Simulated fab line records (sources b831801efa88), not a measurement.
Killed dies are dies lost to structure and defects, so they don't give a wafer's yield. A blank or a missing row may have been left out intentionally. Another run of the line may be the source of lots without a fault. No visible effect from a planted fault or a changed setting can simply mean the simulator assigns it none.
fab line records -- flow sky130
[record] lots = 6, wafers = 18, lastDay = 50
route steps=708 shown POLY_CUT@314 SD_P@320 PAD_OPEN@708
lots that met no fault: from a run of the same line without faults
startH: hours from the record's first day to the start of the lot's first wafer shown -- waitH: hours from the lot's prior step to this one -- " repeats the value in the row above -- L1.1+2: a single row standing in for several wafers -- - value missing, or start not given -- * or withheld: withheld -- < > ~ a bound
route shown NAME@n: names a module that has steps shown in the file, with the first one's number in the route -- usual: average and standard deviation across the fault-free wafers -- same: alike in all rows -- chamber/n: place in a boat -- sites: readings site by site -- _std_site: how widely they spread, as a standard deviation -- _edge_site: mean of outer sites minus mean of inner sites -- radiusMm: how far each site lies from the wafer's centre -- mask NAME#n: copy n -- behind: the last tool/chamber to shape the wafer -- hold: cause of the lot's hold/its duration in hours/its outcome -- device: transistor that didn't switch, given as n, p or np -- end of line: tests run on the same wafers once the route is complete -- a step given without rows: its recipe and nothing more -- killed: dies lost to structure and defects at the first sort, not the wafer's yield -- map: per-die view of a wafer (x killed, . not killed, _ where there is no die)
set.NAME: the setting that was run; set.NAME@STEP: the one run at that earlier step -- model.NAME: the simulator's own value behind a step, which no gauge read
a table for each step, a row for each wafer; lots at some steps of the route
services: from which hour (startH, from the record's first day; less than 0 if before it) a tool's chamber was out of use, for how many hours, and why
[[steps]]
[step SKY_POLY_CUT_DEVELOP_07]
[recipe] developTimeS = 60, resist = KrF-thick, devTempC = 21
[step SKY_POLY_CUT_CD_MEAS_08]
[recipe] targetCdNm = 270
[usual] cdNm = 270.1/1.6
lot.wafer,tool,chamber,startH,waitH,cdNm
L414.1,cdSem-01,-,633.57,-,268.7
L414.2,cdSem-01,-,633.57,-,269.9
L414.6,cdSem-01,-,633.57,-,268.7
L420.1,cdSem-02,-,682.72,-,271.0
L420.3,cdSem-02,-,682.72,-,270.8
L420.6,cdSem-02,-,682.72,-,270.1
L424.2,cdSem-01,-,709.29,-,269.7
L424.4,cdSem-01,-,709.29,-,268.8
L424.5,cdSem-01,-,709.29,-,268.7
L426.1,cdSem-02,-,727.09,-,270.1
L426.2,cdSem-02,-,727.09,-,269.2
L426.5,cdSem-02,-,727.09,-,268.1
L427.1,cdSem-01,-,735.54,-,267.7
L427.2,cdSem-01,-,735.54,-,267.4
L427.5,cdSem-01,-,735.54,-,266.8
L428.1,cdSem-02,-,748.17,-,270.9
L428.4,cdSem-02,-,748.17,-,269.8
L428.6,cdSem-02,-,748.17,-,270.1
[step SKY_POLY_CUT_OVL_MEAS_09]
[usual] POLY_CUT_OVL = 1/5.1
lot.wafer,tool,chamber,startH,waitH,POLY_CUT_OVL[nm]
L414.1,overlay-02,-,633.69,0.1,9
L414.2,overlay-02,-,633.69,0.1,13
L414.6,overlay-02,-,633.69,0.1,12
L420.1,overlay-02,-,682.84,0.1,-7
L420.3,overlay-02,-,682.84,0.1,-5
L420.6,overlay-02,-,682.84,0.1,-6
L424.2,overlay-02,-,709.39,0.1,3
L424.4,overlay-02,-,709.39,0.1,10
L424.5,overlay-02,-,709.39,0.1,2
L426.1,overlay-02,-,727.21,0.1,12
L426.2,overlay-02,-,727.21,0.1,5
L426.5,overlay-02,-,727.21,0.1,8
L427.1,overlay-02,-,735.66,0.1,16
L427.2,overlay-02,-,735.66,0.1,0
L427.5,overlay-02,-,735.66,0.1,4
L428.1,overlay-02,-,748.29,0.1,5
L428.4,overlay-02,-,748.29,0.1,4
L428.6,overlay-02,-,748.29,0.1,3
[step SKY_POLY_CUT_ETCH_10]
[recipe] chemistry = N2/H2, target = BARC, ionEnergyEv = 200, sourceW = 500, biasW = 100, pressureMtorr = 30, n2FlowSccm = 100, h2FlowSccm = 200, stopOn = SiO2, timeS = 45.9, targetDepthA = 600
[usual] biasW = 99.9/0.31, drypumpMotorCurrentA = 6.0/0.49, oesProductAu = 0.855/0.0049, throttleValvePct = 13.224/0.0091
lot.wafer,tool,chamber,startH,waitH,biasW,drypumpMotorCurrentA,oesProductAu,rfHoursCounterH,throttleValvePct
L414.1,rieDiel-03,0,633.72,0.0,99.6,5.5,0.855,3,13.228
L414.2,rieDiel-03,2,633.72,0.0,99.9,6.2,0.856,0,13.206
L414.6,rieDiel-03,0,633.72,0.0,99.7,5.5,0.858,-,13.225
L420.1,rieDiel-03,2,682.87,0.0,99.7,6.2,0.853,2,13.222
L420.3,rieDiel-03,0,682.87,0.0,99.6,5.5,0.850,4,13.234
L420.6,rieDiel-03,1,682.87,0.0,99.8,6.6,0.854,-,13.219
L424.2,rieDiel-01,1,709.42,0.0,99.7,5.3,0.863,40,13.238
L424.4,rieDiel-01,0,709.42,0.0,100.0,6.6,0.849,8,13.230
L424.5,rieDiel-01,3,709.42,0.0,100.7,5.5,0.865,-,13.229
L426.1,rieDiel-02,3,727.25,0.0,99.8,5.7,0.846,7,13.234
L426.2,rieDiel-02,0,727.25,0.0,99.6,6.6,0.852,0,13.222
L426.5,rieDiel-02,0,727.25,0.0,99.9,6.6,0.859,-,13.230
L427.1,rieDiel-01,3,735.70,0.0,100.2,5.5,0.852,3,13.226
L427.2,rieDiel-01,0,735.70,0.0,100.1,6.6,0.856,8,13.223
L427.5,rieDiel-01,1,735.70,0.0,100.1,5.3,0.847,-,13.216
L428.1,rieDiel-02,1,748.32,0.0,100.5,5.2,0.853,2,13.216
L428.4,rieDiel-02,3,748.32,0.0,100.1,5.7,0.844,7,13.220
L428.6,rieDiel-02,0,748.32,0.0,99.8,6.5,0.855,-,13.214
[step SKY_POLY_CUT_ETCH_11]
[recipe] target = Si3N4, chemistry = CF4/CH2F2/Ar, stopOn = poly-Si, sourceW = 600, biasW = 150, pressureMtorr = 40, cf4FlowSccm = 40, ch2f2FlowSccm = 20, Ar_flow_sccm = 150, timeS = 42.5, targetDepthA = 600
[usual] biasW = 150.0/0.39, drypumpMotorCurrentA = 6.0/0.48, oesProductAu = 0.828/0.0061, throttleValvePct = 14.995/0.0094
lot.wafer,tool,chamber,startH,waitH,biasW,drypumpMotorCurrentA,oesProductAu,rfHoursCounterH,throttleValvePct
L414.1,rieDiel-03,0,633.77,0.0,150.0,5.5,0.817,3,15.009
L414.2,rieDiel-03,2,633.77,0.0,150.4,6.2,0.824,0,15.012
L414.6,rieDiel-03,0,633.77,0.0,150.7,5.5,0.829,-,14.983
L420.1,rieDiel-03,2,682.92,0.0,150.0,6.2,0.817,2,14.999
L420.3,rieDiel-03,0,682.92,0.0,150.4,5.5,0.827,4,15.003
L420.6,rieDiel-03,1,682.92,0.0,150.9,6.6,0.828,-,14.987
L424.2,rieDiel-01,1,709.47,0.0,150.2,5.3,0.824,40,14.997
L424.4,rieDiel-01,0,709.47,0.0,150.5,6.6,0.823,8,14.992
L424.5,rieDiel-01,3,709.47,0.0,150.2,5.5,0.828,-,15.012
L426.1,rieDiel-02,3,727.29,0.0,150.2,5.7,0.839,7,15.008
L426.2,rieDiel-02,0,727.29,0.0,149.8,6.5,0.829,0,14.979
L426.5,rieDiel-02,0,727.29,0.0,149.8,6.5,0.837,-,15.007
L427.1,rieDiel-01,3,735.74,0.0,150.1,5.5,0.832,3,15.006
L427.2,rieDiel-01,0,735.74,0.0,150.2,6.6,0.836,8,14.997
L427.5,rieDiel-01,1,735.74,0.0,149.8,5.3,0.833,-,14.987
L428.1,rieDiel-02,1,748.37,0.0,149.4,5.2,0.830,2,14.998
L428.4,rieDiel-02,3,748.37,0.0,149.7,5.7,0.832,7,15.020
L428.6,rieDiel-02,0,748.37,0.0,149.8,6.5,0.826,-,15.003
[step SKY_POLY_CUT_STRIP_12]
[recipe] chemistry = O2/N2, powerW = 1400, pressureMtorr = 1500, platenTempC = withheld, o2FlowSccm = 3000, n2FlowSccm = 300, overashFraction = 0.5
[usual] drypumpMotorCurrentA = 5.6/0.53, oesProductAu = 0.452/0.0049, stripTimeToEndpointS = 5.360/0.017
lot.wafer,tool,chamber,startH,waitH,drypumpMotorCurrentA,oesProductAu,rfHoursCounterH,stripTimeToEndpointS
L414.1,plasmaAsher-01,1,633.81,0.0,6.3,0.443,94,5.367
L414.2,plasmaAsher-01,0,633.81,0.0,4.9,0.448,94,5.323
L414.6,plasmaAsher-01,1,633.81,0.0,6.3,0.445,-,5.339
L420.1,plasmaAsher-01,1,682.96,0.0,6.2,0.452,99,5.361
L420.3,plasmaAsher-01,0,682.96,0.0,4.8,0.452,-,5.341
L420.6,plasmaAsher-01,1,682.96,0.0,6.2,0.456,-,5.357
L424.2,plasmaAsher-01,0,709.51,0.0,4.8,0.457,102,5.334
L424.4,plasmaAsher-01,0,709.51,0.0,4.8,0.446,-,5.344
L424.5,plasmaAsher-01,1,709.51,0.0,6.2,0.444,-,5.367
L426.1,plasmaAsher-04,0,727.33,0.0,5.9,0.451,31,5.341
L426.2,plasmaAsher-04,1,727.33,0.0,6.0,0.457,31,5.365
L426.5,plasmaAsher-04,0,727.33,0.0,5.8,0.455,-,5.360
L427.1,plasmaAsher-04,1,735.78,0.0,6.0,0.463,32,5.362
L427.2,plasmaAsher-04,0,735.78,0.0,5.9,0.447,32,5.335
L427.5,plasmaAsher-04,0,735.78,0.0,5.9,0.450,-,5.356
L428.1,plasmaAsher-01,0,748.41,0.0,4.8,0.459,1,5.360
L428.4,plasmaAsher-01,0,748.41,0.0,4.8,0.447,-,5.350
L428.6,plasmaAsher-01,1,748.41,0.0,6.2,0.456,-,5.396
[step SKY_SD_P_DEHYDRATE_00]
[recipe] tempC = 200, timeS = 60
[step SKY_SD_P_HMDS_01]
[recipe] primeTimeS = 60, primeTempC = 120
[step SKY_SD_P_COAT_02]
[recipe] resist = NOVOLAK, spinRpm = 3000, resistThkNm = 1140
[step SKY_SD_P_SOFTBAKE_03]
[recipe] tempC = 90, timeS = 60, resist = NOVOLAK
[step SKY_SD_P_EXPOSE_04]
[recipe] maskId = PSDM, na = 0.6, sourceShape = conventional, sigmaOuter = 0.6, polarization = unpolarized, targetCdNm = 380, doseMj = 138
[step SKY_SD_P_PEB_05]
[recipe] tempC = withheld, timeS = *, resist = NOVOLAK
[step SKY_SD_P_DEVELOP_06]
[recipe] resist = NOVOLAK, developer = TMAH, developTimeS = 60, devTempC = 23
[usual] developerTempC = 22.99/0.094
lot.wafer,tool,chamber,startH,waitH,developerTempC
L414.1,lithoTrack-03,0,661.25,0.1,22.75
L414.2,lithoTrack-03,0,661.25,0.1,23.11
L414.6,lithoTrack-03,0,661.25,0.1,22.91
L420.1,lithoTrack-04,0,708.77,0.1,23.15
L420.3,lithoTrack-04,0,708.77,0.1,23.03
L420.6,lithoTrack-04,0,708.77,0.1,23.17
L424.2,lithoTrack-04,0,735.59,0.1,20.73
L424.4,lithoTrack-04,0,735.59,0.1,20.74
L424.5,lithoTrack-04,0,735.59,0.1,20.62
L426.1,lithoTrack-04,0,754.12,0.1,20.72
L426.2,lithoTrack-04,0,754.12,0.1,20.75
L426.5,lithoTrack-04,0,754.12,0.1,20.62
L427.1,lithoTrack-02,0,762.14,0.1,22.92
L427.2,lithoTrack-02,0,762.14,0.1,23.04
L427.5,lithoTrack-02,0,762.14,0.1,23.10
L428.1,lithoTrack-02,0,775.04,0.1,23.00
L428.4,lithoTrack-02,0,775.04,0.1,23.05
L428.6,lithoTrack-02,0,775.04,0.1,22.98
[step SKY_SD_P_CD_MEAS_07]
[recipe] targetCdNm = 380
[usual] cdNm = 379.5/2.4
lot.wafer,tool,chamber,startH,waitH,cdNm
L414.1,cdSem-01,-,661.40,0.1,379.0
L414.2,cdSem-01,-,661.40,0.1,377.8
L414.6,cdSem-01,-,661.40,0.1,378.8
L420.1,cdSem-02,-,708.92,0.1,379.3
L420.3,cdSem-02,-,708.92,0.1,381.4
L420.6,cdSem-02,-,708.92,0.1,379.4
L424.2,cdSem-02,-,735.74,0.1,386.7
L424.4,cdSem-02,-,735.74,0.1,387.6
L424.5,cdSem-02,-,735.74,0.1,385.9
L426.1,cdSem-01,-,754.27,0.1,385.4
L426.2,cdSem-01,-,754.27,0.1,386.6
L426.5,cdSem-01,-,754.27,0.1,385.8
L427.1,cdSem-01,-,762.29,0.1,377.7
L427.2,cdSem-01,-,762.29,0.1,376.7
L427.5,cdSem-01,-,762.29,0.1,375.4
L428.1,cdSem-01,-,775.19,0.1,378.6
L428.4,cdSem-01,-,775.19,0.1,378.1
L428.6,cdSem-01,-,775.19,0.1,377.3
[step SKY_SD_P_OVL_MEAS_08]
[usual] SD_P_OVL = 0.4/1.6
lot.wafer,tool,chamber,startH,waitH,SD_P_OVL[nm]
L414.1,overlay-02,-,661.52,0.1,1.7
L414.2,overlay-02,-,661.52,0.1,3.0
L414.6,overlay-02,-,661.52,0.1,2.4
L420.1,overlay-01,-,709.04,0.1,3.4
L420.3,overlay-01,-,709.04,0.1,3.0
L420.6,overlay-01,-,709.04,0.1,0.3
L424.2,overlay-01,-,735.84,0.1,0.4
L424.4,overlay-01,-,735.84,0.1,-0.9
L424.5,overlay-01,-,735.84,0.1,1.5
L426.1,overlay-02,-,754.39,0.1,2.8
L426.2,overlay-02,-,754.39,0.1,4.1
L426.5,overlay-02,-,754.39,0.1,2.7
L427.1,overlay-01,-,762.41,0.1,-0.1
L427.2,overlay-01,-,762.41,0.1,0.0
L427.5,overlay-01,-,762.41,0.1,2.0
L428.1,overlay-01,-,775.31,0.1,-1.8
L428.4,overlay-01,-,775.31,0.1,0.1
L428.6,overlay-01,-,775.31,0.1,-0.8
[step SKY_PAD_OPEN_PROBE_99]
[usual] killed_at_M0_to_M3 = 43/7, killed_at_M4_up = 3.5/1.9, killedAtContacts = 24/5.3, killedAtFrontEnd = 15/4.4, killedAtOther = 0.3/0.69, killedDies = 87/9.7, killedOpen = 48/7, killedShort = 39/6.4
[same] grossDies = 492, killedAtBackSide = 0
lot.wafer,tool,chamber,startH,waitH,killed_at_M0_to_M3,killed_at_M4_up,killedAtContacts,killedAtFrontEnd,killedAtOther,killedDies,killedOpen,killedShort
L414.1,prober-01,-,1124.37,0.1,50,2,30,7,0,89,44,44
L414.2,prober-01,-,1124.42,0.1,42,3,24,9,1,79,37,42
L414.6,prober-01,-,1124.62,0.2,37,3,20,12,0,72,35,37
L420.1,prober-02,-,1159.23,0.1,49,3,29,14,0,95,51,44
L420.3,prober-02,-,1159.33,0.2,48,1,21,12,1,83,48,35
L420.6,prober-02,-,1159.48,0.2,31,7,26,19,0,83,53,30
L424.2,prober-02,-,1176.77,0.1,41,3,26,10,0,80,46,34
L424.4,prober-02,-,1176.87,0.2,45,2,20,11,0,78,41,37
L424.5,prober-02,-,1176.92,0.2,37,6,15,16,0,74,41,33
L428.1,prober-01,-,1199.89,0.1,42,6,24,8,0,80,41,39
L428.4,prober-01,-,1200.04,0.2,44,2,24,12,0,82,44,38
L428.6,prober-01,-,1200.14,0.2,32,2,21,9,0,64,37,27
// killed by level:class
L414.1 CONTACT:geometricParticle:open=9 LI_CONTACT:geometricParticle:open=8 VIA3:geometricParticle:open=8 METAL3:geometricParticle:short=7 METAL1:geometricParticle:short=7 VIA1:geometricParticle:short=7 VIA2:geometricParticle:open=5 VIA1:geometricParticle:open=5
L414.2 VIA1:geometricParticle:open=10 CONTACT:geometricParticle:open=8 METAL1:geometricParticle:short=6 VIA1:geometricParticle:short=6 FIELD_ISO:geometricParticle:short=5 LI_CONTACT:geometricParticle:short=4 LI_CONTACT:geometricParticle:open=4 LOCAL_INTERCONNECT:geometricParticle:short=4
L414.6 CONTACT:geometricParticle:open=9 VIA1:geometricParticle:open=8 METAL1:geometricParticle:short=7 CONTACT:geometricParticle:short=5 POLY_GATE:geometricParticle:open=4 VIA3:geometricParticle:short=4 VIA3:geometricParticle:open=4 FIELD_ISO:geometricParticle:short=3
L420.1 VIA2:geometricParticle:open=11 CONTACT:geometricParticle:open=9 VIA1:geometricParticle:open=9 VIA1:geometricParticle:short=7 METAL2:geometricParticle:short=6 LI_CONTACT:geometricParticle:short=6 CONTACT:geometricParticle:short=6 METAL3:geometricParticle:short=5
L420.3 VIA1:geometricParticle:open=11 CONTACT:geometricParticle:open=9 VIA2:geometricParticle:open=8 METAL1:geometricParticle:short=7 LI_CONTACT:geometricParticle:open=6 VIA3:geometricParticle:short=5 LOCAL_INTERCONNECT:geometricParticle:short=4 VIA1:geometricParticle:short=4
L420.6 VIA1:geometricParticle:open=11 LI_CONTACT:geometricParticle:open=11 CONTACT:geometricParticle:open=9 VIA3:geometricParticle:open=7 FIELD_ISO:geometricParticle:open=6 POLY_GATE:geometricParticle:short=4 METAL2:geometricParticle:short=4 METAL4:geometricParticle:short=4
L424.2 CONTACT:geometricParticle:open=12 VIA1:geometricParticle:open=11 METAL2:geometricParticle:short=7 LI_CONTACT:geometricParticle:open=6 METAL1:geometricParticle:short=6 VIA2:geometricParticle:open=5 FIELD_ISO:geometricParticle:short=4 FIELD_ISO:geometricParticle:open=4
L424.4 VIA1:geometricParticle:open=9 CONTACT:geometricParticle:open=7 VIA1:geometricParticle:short=6 VIA3:geometricParticle:open=6 VIA3:geometricParticle:short=5 LI_CONTACT:geometricParticle:open=5 FIELD_ISO:geometricParticle:short=4 LI_CONTACT:geometricParticle:short=4
L424.5 VIA1:geometricParticle:open=14 FIELD_ISO:geometricParticle:open=6 LI_CONTACT:geometricParticle:open=5 METAL4:geometricParticle:short=5 FIELD_ISO:geometricParticle:short=4 VIA1:geometricParticle:short=4 LOCAL_INTERCONNECT:geometricParticle:short=3 POLY_GATE:geometricParticle:short=3
L428.1 CONTACT:geometricParticle:open=9 VIA1:geometricParticle:open=8 VIA3:geometricParticle:open=7 VIA1:geometricParticle:short=6 CONTACT:geometricParticle:short=6 VIA2:geometricParticle:open=6 LOCAL_INTERCONNECT:geometricParticle:short=5 METAL2:geometricParticle:short=5
L428.4 CONTACT:geometricParticle:open=8 VIA2:geometricParticle:open=8 VIA1:geometricParticle:short=7 LI_CONTACT:geometricParticle:open=7 METAL1:geometricParticle:short=7 VIA3:geometricParticle:open=6 VIA1:geometricParticle:open=5 FIELD_ISO:geometricParticle:open=4
L428.6 VIA2:geometricParticle:open=7 CONTACT:geometricParticle:open=6 VIA3:geometricParticle:open=5 LI_CONTACT:geometricParticle:open=4 CONTACT:geometricParticle:short=4 METAL1:geometricParticle:short=4 VIA3:geometricParticle:short=4 VIA1:geometricParticle:open=4
[[services]]
tool,chamber,startH,hours,kind
plasmaAsher-01,-,638.17,2.9,repair
rieDiel-03,1,646.57,11.1,repair
rieDiel-03,1,657.64,-,clean
rieDiel-03,1,657.64,21.0,scheduledDown
rieDiel-03,1,657.64,21.0,ventCycle
rieDiel-02,1,661.21,-,clean
rieDiel-02,1,661.21,14.7,scheduledDown
rieDiel-02,1,661.21,14.7,ventCycle
rieDiel-02,0,669.06,5.4,repair
rieDiel-02,2,671.71,14.9,repair
rieDiel-02,0,698.55,-,clean
rieDiel-02,0,698.55,16.6,scheduledDown
rieDiel-02,0,698.55,16.6,ventCycle
rieDiel-02,2,703.56,3.1,repair
rieDiel-02,-,706.69,2.8,pm
rieDiel-03,2,720.90,6.9,repair
rieDiel-03,3,727.78,-,clean
rieDiel-03,3,727.78,20.5,scheduledDown
rieDiel-03,3,727.78,20.5,ventCycle
plasmaAsher-01,-,733.75,9.0,pm
plasmaAsher-01,0,733.75,9.0,ventCycle
plasmaAsher-01,1,733.75,9.0,ventCycle
plasmaAsher-01,0,742.75,-,clean
rieDiel-01,-,773.31,0.3,repair
[[key]]
[firstSign] step = SKY_SD_P_DEVELOP_06, reading = developerTempC, direction = down, sigmas = 24, usual = *, struck = *
[effect] step = SKY_SD_P_CD_MEAS_07, reading = cdNm, direction = up, sigmas = 2.9, usual = 379.5, struck = 386.3, through = controlLoop
metAt SKY_SD_P_DEVELOP_06
struckWafers L424.2,L424.4,L424.5,L426.1,L426.2,L426.5
testerLeftOut L424,L426
[loopTrim] step = SKY_SD_P_EXPOSE_04, setting = dose, lots = L426
onsetBetween 708.77 735.59
[fault] kind = processParameterDrift, tool = lithoTrack-04, chamber = -, onsetH = 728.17, steps = SKY_SD_P_DEVELOP_06, channel = devTempC, offset = *, shape = step, endH = 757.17, actsIn = *, stated = *
// testerLeftOut: of these lots the tester's yield and bins aren't shown, on N5 and GAA mostly nor the transistor test; their killed dies are dies lost to structure and defects alone, not to doping, threshold or leakage, so they don't give the yield
// loopTrim: a control loop set the setting to another value than it would have without faults
